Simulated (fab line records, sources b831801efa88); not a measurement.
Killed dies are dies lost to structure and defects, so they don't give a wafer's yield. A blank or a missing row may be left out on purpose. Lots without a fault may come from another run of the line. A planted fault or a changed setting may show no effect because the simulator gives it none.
Which tool did it? | flow sky130 | 24 lots, 72 wafers sampled, at 6 steps of a route of 708

WHAT THE GAUGES READ, wafer by wafer
SKY_VIA2_CD_MEAS_12: target cd 200 nm.
lot  | measured     | on        | cd_nm (nm)
L075 | day 36 05:55 | cd_sem-02 | 198.7 199.6 197.8
L074 | day 36 06:38 | cd_sem-01 | 201.6 200.7 201.2
L076 | day 36 15:54 | cd_sem-02 | 201.6 202.8 202.8
L077 | day 36 20:09 | cd_sem-01 | 200.3 201.7 200.7
L078 | day 37 01:35 | cd_sem-02 | 201.8 200.0 201.5
L079 | day 37 13:38 | cd_sem-01 | 199.0 199.7 199.1
L080 | day 37 20:48 | cd_sem-01 | 198.8 200.5 199.8
L081 | day 38 18:28 | cd_sem-02 | 198.5 197.9 197.0
L082 | day 38 23:17 | cd_sem-02 | 198.7 199.2 200.1
L083 | day 38 23:41 | cd_sem-02 | 200.5 201.3 199.5
L084 | day 39 08:59 | cd_sem-02 | 202.9 202.9 202.4
L085 | day 39 12:04 | cd_sem-01 | 197.1 197.5 197.9
L087 | day 40 14:02 | cd_sem-02 | 200.5 200.7 200.4
L086 | day 40 15:53 | cd_sem-02 | 201.1 199.5 201.0
L088 | day 40 18:18 | cd_sem-01 | 199.1 198.9 200.3
L089 | day 41 04:20 | cd_sem-01 | 201.2 201.7 200.4
L092 | day 41 06:47 | cd_sem-02 | 201.3 202.4 201.1
L090 | day 41 09:00 | cd_sem-01 | 200.0 200.1 200.1
L091 | day 41 10:50 | cd_sem-01 | 204.6 204.5 204.0
L093 | day 41 14:19 | cd_sem-01 | 196.3 198.2 197.7
L094 | day 41 20:28 | cd_sem-01 | 202.9 200.5 201.0
L095 | day 42 04:25 | cd_sem-01 | 199.0 200.0 200.8
L096 | day 42 13:22 | cd_sem-01 | 200.2 199.2 196.7
L097 | day 42 19:50 | cd_sem-02 | 200.2 198.8 199.9

SKY_VIA2_RS_MEAS_22: measures by four-point-probe.
lot  | measured     | on            | VIA2_W_RS (ohm/sq)
L075 | day 36 06:59 | film_metro-03 | 0.2768 0.2740 0.2777
L074 | day 36 07:43 | film_metro-04 | 0.2785 0.2793 0.2779
L076 | day 36 16:59 | film_metro-03 | 0.2726 0.2728 0.2725
L077 | day 36 21:13 | film_metro-01 | 0.2782 0.2756 0.2772
L078 | day 37 02:40 | film_metro-03 | 0.2776 0.2740 0.2727
L079 | day 37 14:43 | film_metro-03 | 0.2776 0.2764 0.2750
L080 | day 37 21:51 | film_metro-04 | 0.2787 0.2737 0.2755
L081 | day 38 19:33 | film_metro-04 | 0.2726 0.2756 0.2713
L082 | day 39 00:22 | film_metro-03 | 0.2788 0.2773 0.2768
L083 | day 39 00:46 | film_metro-03 | 0.2702 0.2757 0.2737
L084 | day 39 10:02 | film_metro-01 | 0.2732 0.2782 0.2718
L085 | day 39 13:07 | film_metro-03 | 0.2733 0.2746 0.2708
L087 | day 40 15:26 | film_metro-01 | 0.2752 0.2732 0.2779
L086 | day 40 17:01 | film_metro-04 | 0.2708 0.2724 0.2762
L088 | day 40 19:23 | film_metro-01 | 0.2693 0.2723 0.2686
L089 | day 41 05:49 | film_metro-04 | 0.2779 0.2734 0.2795
L092 | day 41 08:10 | film_metro-03 | 0.2773 0.2750 0.2749
L090 | day 41 10:23 | film_metro-04 | 0.2754 0.2747 0.2744
L091 | day 41 11:55 | film_metro-03 | 0.2724 0.2735 0.2698
L093 | day 41 15:32 | film_metro-01 | 0.2756 0.2749 0.2783
L094 | day 41 21:31 | film_metro-03 | 0.2723 0.2733 0.2737
L095 | day 42 05:28 | film_metro-01 | 0.2757 0.2759 0.2723
L096 | day 42 14:25 | film_metro-01 | 0.2748 0.2774 0.2785
L097 | day 42 20:55 | film_metro-03 | 0.2711 0.2759 0.2719

SKY_VIA4_RS_MEAS_19: measures by four-point-probe.
lot  | measured     | on            | VIA4_W_RS (ohm/sq)
L075 | day 42 16:28 | film_metro-03 | 0.2281 0.2259 0.2255
L074 | day 42 18:16 | film_metro-04 | 0.2249 0.2248 0.2243
L076 | day 43 02:04 | film_metro-04 | 0.2286 0.2263 0.2246
L077 | day 43 05:37 | film_metro-03 | 0.2267 0.2257 0.2273
L078 | day 43 12:11 | film_metro-01 | 0.2236 0.2236 0.2267
L079 | day 43 22:28 | film_metro-03 | 0.2284 0.2278 0.2260
L080 | day 44 03:33 | film_metro-01 | 0.2271 0.2295 0.2311
L081 | day 45 01:20 | film_metro-03 | 0.2289 0.2256 0.2260
L082 | day 45 03:25 | film_metro-03 | 0.2280 0.2275 0.2251
L083 | day 45 04:17 | film_metro-03 | 0.2308 0.2311 0.2296
L084 | day 45 12:50 | film_metro-04 | 0.2315 0.2322 0.2300
L085 | day 45 15:10 | film_metro-04 | 0.2290 0.2292 0.2254
L087 | day 46 12:16 | film_metro-04 | 0.2279 0.2298 0.2259
L086 | day 46 13:57 | film_metro-03 | 0.2271 0.2225 0.2271
L088 | day 46 15:18 | film_metro-03 | 0.2325 0.2318 0.2320
L089 | day 47 02:02 | film_metro-01 | 0.2275 0.2273 0.2303
L092 | day 47 03:33 | film_metro-01 | 0.2302 0.2325 0.2290
L090 | day 47 05:29 | film_metro-01 | 0.2311 0.2294 0.2302
L091 | day 47 07:22 | film_metro-01 | 0.2260 0.2263 0.2298
L093 | day 47 08:44 | film_metro-01 | 0.2285 0.2279 0.2298
L094 | day 47 12:52 | film_metro-03 | 0.2295 0.2314 0.2286
L095 | day 47 21:18 | film_metro-04 | 0.2302 0.2301 0.2308
L096 | day 48 04:06 | film_metro-03 | 0.2276 0.2319 0.2296
L097 | day 48 09:45 | film_metro-03 | 0.2318 0.2284 0.2287

WHICH TOOL RAN EACH LOT (tool, then ch and the chambers of the sampled wafers, then the start)
lot  | SKY_VIA2_STRIP_16                    | SKY_VIA3_CMP_24               | SKY_METAL4_SPUTTER_02
L075 | plasma_asher-04 ch 0,1, day 36 06:10 | cmp-02 ch 0,1,3, day 39 14:38 | pvd_sputter-04, day 39 14:53
L074 | plasma_asher-01 ch 0,1, day 36 06:53 | cmp-02 ch 0,1,2, day 39 16:05 | pvd_sputter-01, day 39 16:20
L076 | plasma_asher-01 ch 0,1, day 36 16:10 | cmp-02 ch 0,1,3, day 40 00:10 | pvd_sputter-04, day 40 00:31
L077 | plasma_asher-04 ch 0,1, day 36 20:24 | cmp-01 ch 2,3, day 40 04:47   | pvd_sputter-04, day 40 05:08
L078 | plasma_asher-03 ch 0,1, day 37 01:50 | cmp-01 ch 0,2,3, day 40 11:30 | pvd_sputter-01, day 40 11:50
L079 | plasma_asher-03 ch 0,1, day 37 13:53 | cmp-01 ch 1,2, day 40 21:28   | pvd_sputter-03, day 40 21:49
L080 | plasma_asher-04 ch 0,1, day 37 21:03 | cmp-01 ch 0,1, day 41 03:18   | pvd_sputter-03, day 41 03:39
L081 | plasma_asher-03 ch 0,1, day 38 18:44 | cmp-02 ch 1,2,3, day 42 01:05 | pvd_sputter-04, day 42 01:26
L082 | plasma_asher-01 ch 0,1, day 38 23:32 | cmp-01 ch 0,2, day 42 03:41   | pvd_sputter-04, day 42 03:59
L083 | plasma_asher-03 ch 0,1, day 38 23:55 | cmp-02 ch 2,3, day 42 04:56   | pvd_sputter-03, day 42 05:17
L084 | plasma_asher-01 ch 1, day 39 09:14   | cmp-01 ch 0,1, day 42 13:56   | pvd_sputter-03, day 42 14:17
L085 | plasma_asher-03 ch 0,1, day 39 12:19 | cmp-02 ch 1,2,3, day 42 16:20 | pvd_sputter-04, day 42 16:32
L087 | plasma_asher-03 ch 0,1, day 40 14:16 | cmp-02 ch 0,3, day 43 16:44   | pvd_sputter-01, day 43 17:05
L086 | plasma_asher-04 ch 0,1, day 40 16:08 | cmp-01 ch 1,2,3, day 43 17:59 | pvd_sputter-01, day 43 18:17
L088 | plasma_asher-04 ch 0,1, day 40 18:32 | cmp-02 ch 1,2,3, day 43 20:14 | pvd_sputter-03, day 43 20:32
L089 | plasma_asher-03 ch 0,1, day 41 04:34 | cmp-02 ch 0,2,3, day 44 07:25 | pvd_sputter-01, day 44 07:40
L092 | plasma_asher-03 ch 0,1, day 41 07:01 | cmp-02 ch 0,3, day 44 09:26   | pvd_sputter-03, day 44 09:47
L090 | plasma_asher-04 ch 0, day 41 09:14   | cmp-01 ch 0,1,2, day 44 12:02 | pvd_sputter-04, day 44 12:23
L091 | plasma_asher-03 ch 0,1, day 41 11:05 | cmp-02 ch 0,1,3, day 44 13:08 | pvd_sputter-04, day 44 13:26
L093 | plasma_asher-04 ch 0,1, day 41 14:37 | cmp-01 ch 0,1,3, day 44 16:04 | pvd_sputter-04, day 44 16:24
L094 | plasma_asher-01 ch 0,1, day 41 20:44 | cmp-01 ch 0,3, day 44 20:38   | pvd_sputter-01, day 44 20:59
L095 | plasma_asher-03 ch 0,1, day 42 04:40 | cmp-02 ch 0,1,3, day 45 05:26 | pvd_sputter-04, day 45 05:44
L096 | plasma_asher-01 ch 0,1, day 42 13:37 | cmp-02 ch 1,2,3, day 45 13:10 | pvd_sputter-04, day 45 13:25
L097 | plasma_asher-03 ch 0,1, day 42 20:05 | cmp-02 ch 0,1,2, day 45 20:52 | pvd_sputter-03, day 45 21:07
- SKY_VIA2_STRIP_16: strips in O2/N2.
- SKY_VIA3_CMP_24: polishes, stops on SiO2, t overpolish 20 s, target thk 0 nm.
- SKY_METAL4_SPUTTER_02: material AlCu, target thk 735 nm, time 39.1 s.

WHAT THE TOOLS THEMSELVES READ (means of the sampled wafers that have a number; where no wafer has one, the mark that the record gives instead)
SKY_VIA2_STRIP_16.
lot  | tool            | drypump_motor_current_A (A) | oes_product_au (a.u.) | strip_time_to_endpoint_s (s)
L075 | plasma_asher-04 | 5.7                         | 0.396                 | 4.032
L074 | plasma_asher-01 | 6.1                         | 0.402                 | 4.055
L076 | plasma_asher-01 | 6.1                         | 0.394                 | 4.016
L077 | plasma_asher-04 | 5.5                         | 0.401                 | 4.056
L078 | plasma_asher-03 | 6.3                         | 0.395                 | 4.077
L079 | plasma_asher-03 | 6.1                         | 0.394                 | 4.033
L080 | plasma_asher-04 | 5.6                         | 0.401                 | 4.072
L081 | plasma_asher-03 | 6.1                         | 0.397                 | 4.050
L082 | plasma_asher-01 | 6.1                         | 0.403                 | 4.056
L083 | plasma_asher-03 | 6.1                         | 0.398                 | 4.056
L084 | plasma_asher-01 | 5.9                         | 0.400                 | 4.092
L085 | plasma_asher-03 | 6.3                         | 0.401                 | 4.069
L087 | plasma_asher-03 | 6.1                         | 0.396                 | 4.060
L086 | plasma_asher-04 | 5.7                         | 0.403                 | 4.056
L088 | plasma_asher-04 | 5.5                         | 0.401                 | 4.091
L089 | plasma_asher-03 | 6.3                         | 0.399                 | 4.084
L092 | plasma_asher-03 | 6.1                         | 0.400                 | 4.050
L090 | plasma_asher-04 | 5.3                         | 0.399                 | 4.053
L091 | plasma_asher-03 | 6.3                         | 0.401                 | 4.050
L093 | plasma_asher-04 | 5.5                         | 0.399                 | 4.071
L094 | plasma_asher-01 | 6.1                         | 0.401                 | 4.055
L095 | plasma_asher-03 | 6.3                         | 0.397                 | 4.050
L096 | plasma_asher-01 | 6.1                         | 0.399                 | 4.084
L097 | plasma_asher-03 | 6.3                         | 0.403                 | 4.050

SKY_VIA3_CMP_24.
lot  | tool   | motor_current_A (A) | overpolish_run_s (s) | platen_rpm (rpm) | time_to_endpoint_s (s)
L075 | cmp-02 | 11.0                | 19.992               | 60.03            | 92
L074 | cmp-02 | 11.0                | 19.999               | 60.01            | 91
L076 | cmp-02 | 11.3                | 20.003               | 60.04            | 90
L077 | cmp-01 | 11.4                | 19.997               | 60.00            | 90
L078 | cmp-01 | 11.7                | 19.989               | 59.99            | 89
L079 | cmp-01 | 12.0                | 20.006               | 59.95            | 94
L080 | cmp-01 | 12.7                | 19.996               | 60.02            | 89
L081 | cmp-02 | 11.3                | 19.994               | 60.01            | 96
L082 | cmp-01 | 11.4                | 19.998               | 60.01            | 92
L083 | cmp-02 | 12.4                | 19.994               | 59.98            | 96
L084 | cmp-01 | 12.0                | 20.003               | 59.98            | 94
L085 | cmp-02 | 11.6                | 20.006               | 60.00            | 92
L087 | cmp-02 | 11.7                | 20.003               | 60.01            | 92
L086 | cmp-01 | 12.1                | 20.003               | 60.02            | 91
L088 | cmp-02 | 11.3                | 19.997               | 60.02            | 92
L089 | cmp-02 | 11.3                | 20.006               | 60.01            | 90
L092 | cmp-02 | 12.0                | 19.991               | 60.00            | 96
L090 | cmp-01 | 12.4                | 20.005               | 59.99            | 92
L091 | cmp-02 | 11.1                | 20.000               | 60.02            | 93
L093 | cmp-01 | 11.9                | 19.995               | 60.01            | 92
L094 | cmp-01 | 11.9                | 20.003               | 60.01            | 96
L095 | cmp-02 | 11.3                | 20.007               | 60.02            | 91
L096 | cmp-02 | 11.3                | 20.003               | 60.02            | 87
L097 | cmp-02 | 10.9                | 19.996               | 59.97            | 94

SKY_METAL4_SPUTTER_02.
lot  | tool           | chamber_pressure_pa (Pa) | throttle_valve_pct (%)
L075 | pvd_sputter-04 | 0.4002                   | 31.3
L074 | pvd_sputter-01 | 0.3999                   | 31.5
L076 | pvd_sputter-04 | 0.4006                   | 31.0
L077 | pvd_sputter-04 | 0.3996                   | 30.0
L078 | pvd_sputter-01 | 0.4004                   | 31.3
L079 | pvd_sputter-03 | 0.3996                   | 30.7
L080 | pvd_sputter-03 | 0.3997                   | 29.8
L081 | pvd_sputter-04 | 0.4006                   | 31.3
L082 | pvd_sputter-04 | 0.4000                   | 31.4
L083 | pvd_sputter-03 | 0.3999                   | 30.5
L084 | pvd_sputter-03 | 0.3999                   | 28.3
L085 | pvd_sputter-04 | 0.4005                   | 30.3
L087 | pvd_sputter-01 | 0.3999                   | 31.3
L086 | pvd_sputter-01 | 0.4006                   | 31.1
L088 | pvd_sputter-03 | 0.4000                   | 28.9
L089 | pvd_sputter-01 | 0.3999                   | 30.5
L092 | pvd_sputter-03 | 0.3991                   | 30.6
L090 | pvd_sputter-04 | 0.4004                   | 30.5
L091 | pvd_sputter-04 | 0.4010                   | 30.6
L093 | pvd_sputter-04 | 0.3996                   | 30.5
L094 | pvd_sputter-01 | 0.3998                   | 30.9
L095 | pvd_sputter-04 | 0.3999                   | 30.8
L096 | pvd_sputter-04 | 0.4004                   | 30.5
L097 | pvd_sputter-03 | 0.3996                   | 29.7

THE ANSWER, worked out from the rows above alone
Rule: what is usual is taken from the lots themselves. Put in order of their means at a reading, lots are off if they are a third of the lots or fewer, leave a main group of 4 or more, and stand apart from it by a gap of 3 or more times the standard deviation of the main group's means; of several such gaps the widest counts. A main group whose means are all the same, to the digits that the tables above print for the reading, isn't used. A lot without any number at a reading at which 4 lots or more have one is off too. The other lots that the step has rows for count as sound. The gauges are gone through in route order, then the tools' own readings, and for those a lot's mean is taken as printed above. The first step at which some lot is off is used, and at that step the reading that is off furthest; a lot without a number counts as furthest.
No lot is off at any reading shown: from this, nothing can be told.

WHAT THE SIMULATOR HAD PUT IN
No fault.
